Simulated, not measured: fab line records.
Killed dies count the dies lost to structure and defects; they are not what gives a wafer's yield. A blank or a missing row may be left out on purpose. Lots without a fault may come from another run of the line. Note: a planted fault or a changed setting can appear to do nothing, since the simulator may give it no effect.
fab line records    flow sky130
[record] lots = 5  wafers = 15  last-day = 50
route steps=708 shown LDD_N@242
lots with no fault: from the same line, run without faults
start-h: hours from the record's opening day to when the first of the lot's shown wafers began    wait-h: how many hours have passed since the lot's step before this one    " as in the row above    L1.1+2: a row that stands for several wafers    - no value, or no start was given    * or withheld: withheld    < > ~ a bound
route shown NAME@n: a module of which the file shows steps, and the number in the route of the first    usual: average and standard deviation across the fault-free wafers    same: alike in all rows    chamber/n: place in a boat    sites: readings site by site    _std_site: how widely they spread, as a standard deviation    _edge_site: the outer-site mean with the inner-site mean subtracted    radius-mm: for every site, how far away it sits from the centre of the wafer    mask NAME#n: copy n    behind: tool/chamber where the wafer was last shaped    hold: cause of the lot's hold/its duration in hours/its outcome    device: whichever transistor did not switch (one of n, p or np)    end of line: the route-end tests of the same wafers    a step with no rows: only its recipe    killed: count of dies lost to structure and defects at first sort (not the wafer's yield)    map: the dies of a wafer, with x for killed, . for not killed, _ for no die there
set.NAME: setting as actually run; set.NAME@STEP: the setting as run at that earlier step    model.NAME: the simulator's own value behind a step, which no gauge read
lots at some steps of the route; a table a step, a row a wafer
services: a tool's chamber out of use, with start hour (start-h, from the record's first day; less than 0 if before it), hours out, and reason
[[steps]]
[step SKY_LDD_N_PEB_05]
[recipe] temp-c = withheld  time-s = *  resist = NOVOLAK
lot.wafer   tool            chamber  start-h  wait-h
L074.1+4+5  litho-track-04  0        -        -
L079.1+3+4  litho-track-01  0        -        -
L081.1+2+5  litho-track-02  0        -        -
L084.1+2+3  litho-track-04  0        -        -
L094.2+3+4  litho-track-01  0        -        -
[step SKY_LDD_N_DEVELOP_06]
[recipe] develop-time-s = 60  dev-temp-c = 23
lot.wafer   tool            chamber  start-h  wait-h
L074.1+4+5  litho-track-04  0        422.30   0.1
L079.1+3+4  litho-track-01  0        463.06   0.1
L081.1+2+5  litho-track-02  0        472.96   0.1
L084.1+2+3  litho-track-04  0        497.55   0.1
L094.2+3+4  litho-track-01  0        581.68   0.1
[step SKY_LDD_N_OVL_MEAS_07]
[usual] LDD_N_OVL = 0.6/1.3
lot.wafer  tool        chamber  start-h  wait-h  LDD_N_OVL[nm]
L074.1     overlay-01  -        422.45   0.1     -1.6
L074.4     "           -        "        "       -0.1
L074.5     "           -        "        "       -1.8
L079.1     overlay-01  -        463.21   0.1     0.3
L079.3     "           -        "        "       0.0
L079.4     "           -        "        "       -0.1
L081.1     overlay-01  -        473.11   0.1     1.3
L081.2     "           -        "        "       0.1
L081.5     "           -        "        "       0.6
L084.1     overlay-01  -        497.70   0.1     2.5
L084.2     "           -        "        "       -0.5
L084.3     "           -        "        "       1.1
L094.2     overlay-01  -        581.82   0.1     2.0
L094.3     "           -        "        "       1.2
L094.4     "           -        "        "       1.8
[step SKY_LDD_N_IMPLANT_08]
[recipe] species = As  energy-kev = 20  dose-cm2 = 7.338e+13  tilt-deg = withheld  rotation-deg = 23
[usual] end-station-pressure-torr = 5.35e-06/2.9e-07  rotation-deg = 23.003/0.021
lot.wafer  tool          chamber  start-h  wait-h  end-station-pressure-torr  rotation-deg
L074.1     implanter-03  0        422.49   0.0     5.39e-06                   23.003
L074.4     "             0        "        "       5.33e-06                   23.007
L074.5     "             0        "        "       5.52e-06                   23.014
L079.1     implanter-03  0        463.25   0.0     5.41e-06                   22.987
L079.3     "             0        "        "       5.33e-06                   23.022
L079.4     "             0        "        "       5.55e-06                   22.979
L081.1     implanter-03  0        473.14   0.0     5.56e-06                   22.996
L081.2     "             0        "        "       5.79e-06                   23.009
L081.5     "             0        "        "       4.79e-06                   23.007
L084.1     implanter-03  0        497.74   0.0     5.15e-06                   23.008
L084.2     "             0        "        "       4.85e-06                   23.024
L084.3     "             0        "        "       4.91e-06                   23.021
L094.2     implanter-03  0        581.87   0.0     5.15e-06                   23.004
L094.3     "             0        "        "       5.38e-06                   23.009
L094.4     "             0        "        "       4.8e-06                    23.004
[step SKY_LDD_N_IMPLANT_09]
[recipe] species = As  energy-kev = 20  dose-cm2 = 7.5e+13  tilt-deg = withheld  rotation-deg = 113
[usual] end-station-pressure-torr = 5.32e-06/3e-07  rotation-deg = 113.00/0.029
lot.wafer  tool          chamber  start-h  wait-h  end-station-pressure-torr  rotation-deg
L074.1     implanter-03  0        422.64   0.1     5.25e-06                   113.00
L074.4     "             0        "        "       4.92e-06                   112.98
L074.5     "             0        "        "       5.63e-06                   113.01
L079.1     implanter-03  0        463.40   0.1     5.3e-06                    113.02
L079.3     "             0        "        "       5.5e-06                    113.03
L079.4     "             0        "        "       4.95e-06                   113.00
L081.1     implanter-03  0        473.29   0.1     5.84e-06                   113.01
L081.2     "             0        "        "       5.91e-06                   113.00
L081.5     "             0        "        "       5.08e-06                   113.01
L084.1     implanter-03  0        497.89   0.1     5.33e-06                   112.96
L084.2     "             0        "        "       5.19e-06                   113.02
L084.3     "             0        "        "       5.38e-06                   112.93
L094.2     implanter-03  0        582.02   0.1     5.27e-06                   112.97
L094.3     "             0        "        "       4.93e-06                   113.00
L094.4     "             0        "        "       4.63e-06                   112.96
[step SKY_LDD_N_IMPLANT_10]
[recipe] species = As  energy-kev = 20  dose-cm2 = 7.5e+13  tilt-deg = withheld  rotation-deg = 203
[usual] end-station-pressure-torr = 5.32e-06/2.9e-07  rotation-deg = 202.99/0.044
lot.wafer  tool          chamber  start-h  wait-h  end-station-pressure-torr  rotation-deg
L074.1     implanter-03  0        422.79   0.1     5.13e-06                   203.02
L074.4     "             0        "        "       5.32e-06                   202.99
L074.5     "             0        "        "       5.24e-06                   203.00
L079.1     implanter-03  0        463.55   0.1     5.39e-06                   203.04
L079.3     "             0        "        "       5.68e-06                   203.06
L079.4     "             0        "        "       5.11e-06                   203.01
L081.1     implanter-03  0        473.44   0.1     5.57e-06                   203.01
L081.2     "             0        "        "       5.39e-06                   202.97
L081.5     "             0        "        "       5.72e-06                   202.97
L084.1     implanter-03  0        498.04   0.1     5.51e-06                   202.99
L084.2     "             0        "        "       5.15e-06                   202.97
L084.3     "             0        "        "       5.59e-06                   202.99
L094.2     implanter-03  0        582.17   0.1     5.21e-06                   202.99
L094.3     "             0        "        "       5.34e-06                   203.04
L094.4     "             0        "        "       5.49e-06                   202.95
[step SKY_LDD_N_IMPLANT_11]
[recipe] species = As  energy-kev = 20  dose-cm2 = 7.5e+13  tilt-deg = withheld  rotation-deg = 293
[usual] end-station-pressure-torr = 5.4e-06/3e-07  rotation-deg = 293.00/0.063
lot.wafer  tool          chamber  start-h  wait-h  end-station-pressure-torr  rotation-deg
L074.1     implanter-03  0        422.94   0.1     5.4e-06                    293.00
L074.4     "             0        "        "       5.3e-06                    292.98
L074.5     "             0        "        "       5.3e-06                    293.15
L079.1     implanter-03  0        463.70   0.1     5.6e-06                    293.00
L079.3     "             0        "        "       5.7e-06                    293.02
L079.4     "             0        "        "       5.1e-06                    292.96
L081.1     implanter-03  0        473.59   0.1     5.3e-06                    292.95
L081.2     "             0        "        "       5.5e-06                    292.96
L081.5     "             0        "        "       5.5e-06                    292.99
L084.1     implanter-03  0        498.19   0.1     5.5e-06                    293.00
L084.2     "             0        "        "       5.8e-06                    292.99
L084.3     "             0        "        "       5.1e-06                    292.98
L094.2     implanter-03  0        582.32   0.1     4.9e-06                    293.00
L094.3     "             0        "        "       5.7e-06                    293.03
L094.4     "             0        "        "       5.6e-06                    292.97
[step SKY_LDD_N_IMPLANT_12]
[recipe] species = BF2  energy-kev = 50  dose-cm2 = 5e+12  tilt-deg = 30  rotation-deg = 0
[usual] end-station-pressure-torr = 5.01e-06/2.8e-07  rotation-deg = 0.004/0.022
lot.wafer  tool          chamber  start-h  wait-h  end-station-pressure-torr  rotation-deg
L074.1     implanter-03  0        423.09   0.1     4.93e-06                   0.014
L074.4     "             0        "        "       4.75e-06                   0.017
L074.5     "             0        "        "       5.67e-06                   0.003
L079.1     implanter-03  0        463.85   0.1     5.37e-06                   0.000
L079.3     "             0        "        "       5.32e-06                   -0.019
L079.4     "             0        "        "       5.23e-06                   -0.007
L081.1     implanter-03  0        473.74   0.1     4.72e-06                   0.007
L081.2     "             0        "        "       5.18e-06                   0.001
L081.5     "             0        "        "       4.97e-06                   -0.030
L084.1     implanter-03  0        498.34   0.1     4.86e-06                   0.033
L084.2     "             0        "        "       5.02e-06                   0.021
L084.3     "             0        "        "       4.82e-06                   0.029
L094.2     implanter-03  0        582.47   0.1     4.49e-06                   -0.007
L094.3     "             0        "        "       5.04e-06                   -0.016
L094.4     "             0        "        "       4.86e-06                   0.000
[[services]]
tool          chamber  start-h  hours  kind
implanter-03  -        477.59   15.1   repair
implanter-03  -        516.45   2.8    pm
[[key]]
fault none
